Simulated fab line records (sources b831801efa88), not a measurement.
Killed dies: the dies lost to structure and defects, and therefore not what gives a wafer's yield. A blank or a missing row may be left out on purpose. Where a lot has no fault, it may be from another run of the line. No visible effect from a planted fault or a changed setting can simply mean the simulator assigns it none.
The tool behind it: which one?    flow sky130    11 lots, 33 wafers sampled, at 5 steps of a route of 708

WHAT EACH GAUGE READ, for each wafer
No reading from a measuring or inspecting step in the record can be judged against a usual standard deviation.

TOOL THAT RAN EACH LOT (tool first, then ch and the chambers of the sampled wafers, then the start)
lot   SKY_LOCAL_INTERCONNECT_ETCH_13     SKY_METAL1_SPUTTER_01         SKY_METAL1_METAL_ETCH_19           SKY_VIA3_ETCH_14                    SKY_PAD_OPEN_PROBE_99
L641  rie_metal-01 ch 0,1, day 30 12:10  pvd_sputter-02, day 31 18:38  rie_metal-01 ch 0,1, day 32 22:16  rie_diel-04 ch 1,3, day 39 19:34    prober-02, day 45 21:03
L640  rie_metal-03 ch 0,1, day 30 13:28  pvd_sputter-02, day 31 19:59  rie_metal-04 ch 0,1, day 32 23:02  rie_diel-02 ch 0,1,3, day 39 21:02  prober-01, day 46 00:59
L642  rie_metal-03 ch 0,1, day 30 21:43  pvd_sputter-04, day 32 04:11  rie_metal-03 ch 0,1, day 33 07:19  rie_diel-02 ch 0,2,3, day 40 03:19  prober-01, day 46 06:21
L643  rie_metal-02 ch 0,1, day 31 16:53  pvd_sputter-03, day 32 23:02  rie_metal-01 ch 0,1, day 34 02:11  rie_diel-04 ch 1,2,3, day 40 21:13  prober-02, day 46 21:19
L651  rie_metal-01 ch 1, day 33 21:47    pvd_sputter-02, day 35 02:37  rie_metal-04 ch 1, day 36 04:17    rie_diel-04 ch 2,3, day 42 19:01    prober-02, day 48 11:26
L652  rie_metal-03 ch 1, day 34 01:25    pvd_sputter-03, day 35 06:26  rie_metal-04 ch 0,1, day 36 09:38  rie_diel-04 ch 0,2, day 42 20:16    prober-01, day 48 12:04
L653  rie_metal-01 ch 0,1, day 34 10:08  pvd_sputter-03, day 35 15:19  rie_metal-03 ch 0,1, day 36 17:44  rie_diel-01 ch 0,3, day 43 05:38    prober-02, day 48 19:40
L655  rie_metal-03 ch 0, day 35 06:38    pvd_sputter-02, day 36 11:49  rie_metal-03 ch 0, day 37 14:04    rie_diel-02 ch 1,3, day 44 00:25    prober-02, day 49 10:19
L656  rie_metal-03 ch 0,1, day 35 12:37  pvd_sputter-02, day 36 17:47  rie_metal-04 ch 0,1, day 37 19:55  rie_diel-01 ch 0,3, day 44 05:31    prober-01, day 49 13:02
L658  rie_metal-02 ch 1, day 36 07:38    pvd_sputter-02, day 37 12:55  rie_metal-01 ch 0,1, day 38 14:34  rie_diel-01 ch 0,1,3, day 44 20:46  prober-02, day 50 00:11
L663  rie_metal-01 ch 0,1, day 37 13:01  pvd_sputter-02, day 38 17:23  rie_metal-03 ch 1, day 39 18:58    rie_diel-02 ch 1,2, day 45 21:34    prober-02, day 50 19:32
- SKY_LOCAL_INTERCONNECT_ETCH_13: etches BARC in N2/H2, stops on SiO2, time 45.9 s, target depth 60 nm.
- SKY_METAL1_SPUTTER_01: material TiN, target thk 20 nm, time 16.7 s.
- SKY_METAL1_METAL_ETCH_19: etches the open film in Cl2/BCl3, stops on SiO2, target depth 360 nm, time 76.26 s.
- SKY_VIA3_ETCH_14: etches BARC in N2/H2, stops on SiO2, time 45.9 s, target depth 60 nm.
- SKY_PAD_OPEN_PROBE_99

AS READ BY THE TOOLS THEMSELVES (means over the sampled wafers that have a number; for cases with no such wafer, the mark the record gives instead)
SKY_LOCAL_INTERCONNECT_ETCH_13. Usual: drypump_motor_current_A 5.4 A, standard deviation 0.38; he_backside_leak_sccm 3.29 sccm, standard deviation 0.16; oes_product_au 0.846 a.u., standard deviation 0.0047; rf_fwd_power_W 495.6 W, standard deviation 1.5; throttle_valve_pct 13.224 %, standard deviation 0.01.
lot   tool          drypump_motor_current_A (A)  he_backside_leak_sccm (sccm)  oes_product_au (a.u.)  rf_fwd_power_W (W)  throttle_valve_pct (%)  flag
L641  rie_metal-01  5.5                          3.21                          0.847                  496.2               13.223                  
L640  rie_metal-03  5.7                          3.31                          0.847                  495.0               13.228                  
L642  rie_metal-03  5.7                          3.24                          0.847                  495.9               13.220                  
L643  rie_metal-02  4.9                          3.38                          0.851                  495.1               13.218                  
L651  rie_metal-01  5.6                          3.38                          0.842                  495.0               13.217                  
L652  rie_metal-03  5.9                          3.33                          0.847                  493.9               13.218                  
L653  rie_metal-01  5.5                          3.46                          0.847                  495.8               13.221                  
L655  rie_metal-03  5.3                          3.08                          0.843                  495.8               13.223                  
L656  rie_metal-03  5.5                          3.22                          0.847                  497.0               13.224                  
L658  rie_metal-02  4.8                          3.38                          0.849                  496.0               13.225                  
L663  rie_metal-01  5.5                          3.42                          0.845                  497.8               13.222                  

SKY_METAL1_SPUTTER_01. Usual: throttle_valve_pct reads 30.6 % (standard deviation 0.71).
lot   tool            throttle_valve_pct (%)  flag
L641  pvd_sputter-02  29.9                    
L640  pvd_sputter-02  29.6                    
L642  pvd_sputter-04  31.6                    
L643  pvd_sputter-03  30.6                    
L651  pvd_sputter-02  29.6                    
L652  pvd_sputter-03  30.9                    
L653  pvd_sputter-03  30.6                    
L655  pvd_sputter-02  30.3                    
L656  pvd_sputter-02  30.2                    
L658  pvd_sputter-02  30.0                    
L663  pvd_sputter-02  30.8                    

SKY_METAL1_METAL_ETCH_19. Usual: drypump_motor_current_A 5.6 A, standard deviation 0.39; he_backside_leak_sccm 3.32 sccm, standard deviation 0.24; oes_product_au 0.864 a.u., standard deviation 0.0053; rf_fwd_power_W 894.3 W, standard deviation 2.5; throttle_valve_pct 22.264 %, standard deviation 0.0088.
lot   tool          drypump_motor_current_A (A)  he_backside_leak_sccm (sccm)  oes_product_au (a.u.)  rf_fwd_power_W (W)  throttle_valve_pct (%)  flag
L641  rie_metal-01  5.5                          3.43                          0.863                  895.2               22.266                  
L640  rie_metal-04  6.0                          3.27                          0.864                  893.2               22.259                  
L642  rie_metal-03  5.5                          3.22                          0.867                  893.0               22.262                  
L643  rie_metal-01  5.5                          3.37                          0.860                  898.1               22.262                  
L651  rie_metal-04  6.3                          3.37                          0.863                  897.1               22.267                  
L652  rie_metal-04  5.6                          3.25                          0.862                  894.0               22.264                  
L653  rie_metal-03  5.5                          3.15                          0.869                  893.6               22.272                  
L655  rie_metal-03  5.3                          3.03                          0.862                  894.0               22.264                  
L656  rie_metal-04  5.6                          3.37                          0.864                  893.4               22.258                  
L658  rie_metal-01  5.5                          3.49                          0.863                  895.4               22.265                  
L663  rie_metal-03  5.9                          3.38                          0.858                  894.6               22.260                  

SKY_VIA3_ETCH_14. Usual: drypump_motor_current_A 5.8 A, standard deviation 0.41; oes_product_au 0.856 a.u., standard deviation 0.0047; rf_fwd_power_W 493.9 W, standard deviation 1.9; throttle_valve_pct 13.224 %, standard deviation 0.011.
lot   tool         drypump_motor_current_A (A)  oes_product_au (a.u.)  rf_fwd_power_W (W)  throttle_valve_pct (%)  flag
L641  rie_diel-04  6.2                          0.856                  492.7               13.227                  
L640  rie_diel-02  5.8                          0.857                  495.1               13.224                  
L642  rie_diel-02  5.5                          0.854                  495.5               13.227                  
L643  rie_diel-04  6.0                          0.857                  493.3               13.226                  
L651  rie_diel-04  6.0                          0.854                  546.6               13.229                  OFF
L652  rie_diel-04  5.6                          0.858                  548.4               13.232                  OFF
L653  rie_diel-01  5.8                          0.858                  494.7               13.224                  
L655  rie_diel-02  6.0                          0.858                  493.9               13.228                  
L656  rie_diel-01  5.8                          0.854                  493.9               13.236                  
L658  rie_diel-01  5.6                          0.860                  493.6               13.227                  
L663  rie_diel-02  5.9                          0.854                  494.4               13.229                  

SKY_PAD_OPEN_PROBE_99. Usual: defect_limited_yield 82.5 %, standard deviation 1.9; killed_at_M0_to_M3 43, standard deviation 7.2; killed_at_M4_up 3.3, standard deviation 2; killed_at_contacts 25, standard deviation 5.8; killed_at_front_end 15, standard deviation 4.5; killed_at_other 0.3, standard deviation 0.62; killed_dies 86, standard deviation 9.4; killed_open 47, standard deviation 7.1; killed_short 39, standard deviation 6; sort_bin_3_pad_short 0.9 %, standard deviation 0.4; sort_bin_5_function 10.4 %, standard deviation 1.4; sort_bin_6_memory 6.2 %, standard deviation 1.1; sort_bin_8_speed 0.7 %, standard deviation 1.4; sort_n_pass 402, standard deviation 11; sort_yield_pct 81.7 %, standard deviation 2.2.
lot   tool       defect_limited_yield (%)  killed_at_M0_to_M3  killed_at_M4_up  killed_at_contacts  killed_at_front_end  killed_at_other  killed_dies  killed_open  killed_short  sort_bin_3_pad_short (%)  sort_bin_5_function (%)  sort_bin_6_memory (%)  sort_bin_8_speed (%)  sort_n_pass  sort_yield_pct (%)  flag
L641  prober-02  84.5                      37                  1.7              22                  16                   0.0              76           37           39            0.9                       9.8                      4.9                    0.9                   411          83.6                
L640  prober-01  80.3                      58                  2.7              28                  8                    0.7              97           52           44            0.4                       12.1                     7.1                    1.0                   390          79.3                
L642  prober-01  82.6                      48                  3.7              18                  15                   0.7              85           47           38            0.8                       11.1                     5.4                    0.4                   405          82.2                
L643  prober-02  79.4                      48                  3.0              31                  19                   0.7              102          55           45            0.9                       12.5                     7.3                    0.0                   390          79.4                
L651  prober-02  82.5                      43                  3.7              27                  13                   0.0              86           49           37            0.9                       10.4                     6.2                    0.1                   405          82.4                
L652  prober-01  83.7                      37                  4.0              21                  18                   0.3              80           45           35            0.5                       9.9                      5.9                    0.9                   408          82.8                
L653  prober-02  83.7                      40                  2.3              25                  13                   0.3              80           45           35            0.9                       9.4                      6.0                    1.0                   407          82.7                
L655  prober-02  81.8                      46                  4.3              28                  11                   0.3              89           45           42            0.9                       10.9                     6.4                    0.4                   401          81.4                
L656  prober-01  84.8                      40                  1.0              19                  13                   1.0              75           39           35            1.3                       8.9                      5.0                    1.2                   411          83.5                
L658  prober-02  84.6                      37                  1.7              19                  17                   0.7              76           37           39            0.7                       9.2                      5.6                    0.2                   415          84.4                
L663  prober-02  81.4                      44                  3.3              28                  15                   0.7              92           56           36            1.1                       10.7                     6.8                    0.7                   397          80.7                

THE ANSWER, worked out from the rows above alone
Rule: a lot is off if the mean of its wafers that have a number lies more than 3 standard deviations from the usual mean. A lot without any number at a reading at which 4 lots or more have one is off too. Any other lot the step has rows for is counted as sound. After the gauges, taken in route order, come the tools' own readings; for these a lot's mean is taken, as printed above. The first step at which some lot is off is used, and at that step the reading that is off furthest; a lot without a number counts as furthest.
Off at SKY_VIA3_ETCH_14 (rf_fwd_power_W): L651, L652.
A tool fits if, at that step or a process step before it, it ran every lot that is off, and no sound lot after the first of them. One candidate fits, namely rie_diel-04 at SKY_VIA3_ETCH_14. A fault onset in the window from L643 (day 40 21:13, its last sound lot) to L651 (day 42 19:01, its first lot off) fits.
On the lots that are off, the tool's own readings at SKY_VIA3_ETCH_14 differ by more than 5 times the standard deviation of the sound lots' means, which bears it out; rf_fwd_power_W reads 547.5 W there versus 494.1 W on the sound lots.

WHAT WAS PUT IN BY THE SIMULATOR
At SKY_VIA3_ETCH_14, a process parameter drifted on rie_diel-04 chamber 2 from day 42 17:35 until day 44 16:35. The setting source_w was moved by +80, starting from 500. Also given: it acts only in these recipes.
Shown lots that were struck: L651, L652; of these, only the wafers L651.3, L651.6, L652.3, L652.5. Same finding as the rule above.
